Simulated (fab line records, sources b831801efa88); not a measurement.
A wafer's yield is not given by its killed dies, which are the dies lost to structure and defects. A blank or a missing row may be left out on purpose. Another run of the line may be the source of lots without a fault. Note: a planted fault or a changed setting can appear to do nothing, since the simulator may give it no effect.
Shared-tool check	flow gf180mcu	11 lots and 33 wafers in the sample

== REASON FOR OPENING ==
At GF_MVSD_TW_MEAS_11 the reading MVSD_TW is flagged on 2 of 11 lots. No-fault wafers: 1599, standard deviation 12.
Rule: a lot is flagged in two cases, either no wafer of it has a number, or all its wafers with numbers fall more than 4 standard deviations from that mean. The rest of the lots are taken to be sound.

lot	measured	on	MVSD_TW, wafer by wafer	flag
L385	day 4 10:26	filmMetro-03	1583 1572 1580	
L388	day 5 04:58	filmMetro-02	1607 1602 1613	
L390	day 5 15:24	filmMetro-03	1586 1591 1589	
L391	day 6 00:16	filmMetro-02	1611 1612 1621	
L393	day 6 09:42	filmMetro-04	1605 1601 1595	
L396	day 7 02:58	filmMetro-04	1619 1629 1627	
L397	day 7 07:41	filmMetro-02	1450 1451 1448	FLAGGED
L398	day 7 12:59	filmMetro-04	1461 1462 1456	FLAGGED
L399	day 7 19:17	filmMetro-03	1605 1600 1594	
L404	day 9 02:32	filmMetro-02	1605 1598 1597	
L406	day 9 16:42	filmMetro-03	1589 1579 1583	
On average the flagged lots' numbers are 1455, which is -144 against the usual, or -12 standard deviations.

== EACH LOT AND THE TOOL IT RAN ON ==
The record holds 3 process steps before the reading, out of a route of 602 steps. In each cell: the tool, then ch and the chambers that the sampled wafers went through, then the start.
lot	flag	GF_STI_STRIP_15	GF_DNWELL_STRIP_08	GF_MVSD_IMPLANT_08
L385		plasmaAsher-03 ch 1, day 2 01:26	plasmaAsher-02 ch 0,1, day 2 18:08	implanter-03 ch 0, day 4 10:03
L388		plasmaAsher-03 ch 0,1, day 2 16:42	plasmaAsher-04 ch 0,1, day 3 11:46	implanter-03 ch 0, day 5 04:37
L390		plasmaAsher-03 ch 1, day 3 04:26	plasmaAsher-02 ch 0,1, day 3 21:32	implanter-03 ch 0, day 5 15:01
L391		plasmaAsher-03 ch 0,1, day 3 09:51	plasmaAsher-04 ch 0,1, day 4 04:16	implanter-04 ch 0, day 5 23:53
L393		plasmaAsher-04 ch 0,1, day 3 17:58	plasmaAsher-04 ch 0,1, day 4 13:04	implanter-02 ch 0, day 6 09:20
L396		plasmaAsher-04 ch 0,1, day 4 11:28	plasmaAsher-02 ch 0,1, day 5 06:13	implanter-02 ch 0, day 7 02:37
L397	FLAGGED	plasmaAsher-02 ch 0,1, day 4 15:20	plasmaAsher-04 ch 0,1, day 5 09:48	implanter-03 ch 0, day 7 07:17
L398	FLAGGED	plasmaAsher-03 ch 0,1, day 4 20:35	plasmaAsher-04 ch 0,1, day 5 14:29	implanter-03 ch 0, day 7 12:35
L399		plasmaAsher-04 ch 0,1, day 5 01:53	plasmaAsher-04 ch 0,1, day 5 19:54	implanter-02 ch 0, day 7 18:53
L404		plasmaAsher-03 ch 0,1, day 6 03:02	plasmaAsher-04 ch 0,1, day 7 01:19	implanter-04 ch 0, day 9 02:10
L406		plasmaAsher-03 ch 0,1, day 6 15:02	plasmaAsher-04 ch 1, day 7 13:14	implanter-02 ch 0, day 9 16:19
What the steps here do:
- GF_STI_STRIP_15: strips in O2/N2.
- GF_DNWELL_STRIP_08: strips in O2/N2.
- GF_MVSD_IMPLANT_08
- GF_MVSD_TW_MEAS_11

== FLAGGED AGAINST TOTAL, ONE TOOL AT A TIME (gauges that did the reading follow at the end) ==
step	tool	lots run	flagged	share of the flagged lots	sound lots run after its first flagged lot
GF_STI_STRIP_15	plasmaAsher-02	1	1	some	0
GF_STI_STRIP_15	plasmaAsher-03	7	1	some	2 (L404,L406)
GF_STI_STRIP_15	plasmaAsher-04	3	0	none	-
GF_DNWELL_STRIP_08	plasmaAsher-02	3	0	none	-
GF_DNWELL_STRIP_08	plasmaAsher-04	8	2	all	3 (L399,L404,L406)
GF_MVSD_IMPLANT_08	implanter-02	4	0	none	-
GF_MVSD_IMPLANT_08	implanter-03	5	2	all	0
GF_MVSD_IMPLANT_08	implanter-04	2	0	none	-
GF_MVSD_TW_MEAS_11	filmMetro-02	4	1	some	1 (L404)
GF_MVSD_TW_MEAS_11	filmMetro-03	4	0	none	-
GF_MVSD_TW_MEAS_11	filmMetro-04	3	1	some	0

== WHAT THE TABLE PERMITS ==
In 2 table rows, all flagged lots were run: plasmaAsher-04 (GF_DNWELL_STRIP_08), implanter-03 (GF_MVSD_IMPLANT_08).
- plasmaAsher-04 at GF_DNWELL_STRIP_08 ran 8 lots, 2 of them flagged. Sound lots ran on it after the first flagged one (L399, L404, L406), which a lasting fault on the whole tool wouldn't allow.
- implanter-03 at GF_MVSD_IMPLANT_08 ran 5 lots, 2 of them flagged. Last sound lot L390 at day 5 15:01, first flagged lot L397 at day 7 07:17; a fault beginning in between fits. Its own readings (doseIonsCm2, faradayCurrentUA) fall more than 4 standard deviations out on all wafers of the flagged lots.
What remains is a single tool, implanter-03 at GF_MVSD_IMPLANT_08.

== WHAT THE SIMULATOR HAD PUT IN ==
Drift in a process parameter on implanter-03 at GF_MVSD_IMPLANT_08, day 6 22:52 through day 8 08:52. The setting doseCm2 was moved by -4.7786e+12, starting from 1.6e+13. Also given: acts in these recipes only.
Lots struck among those shown: L397, L398. Same finding as the rule above.
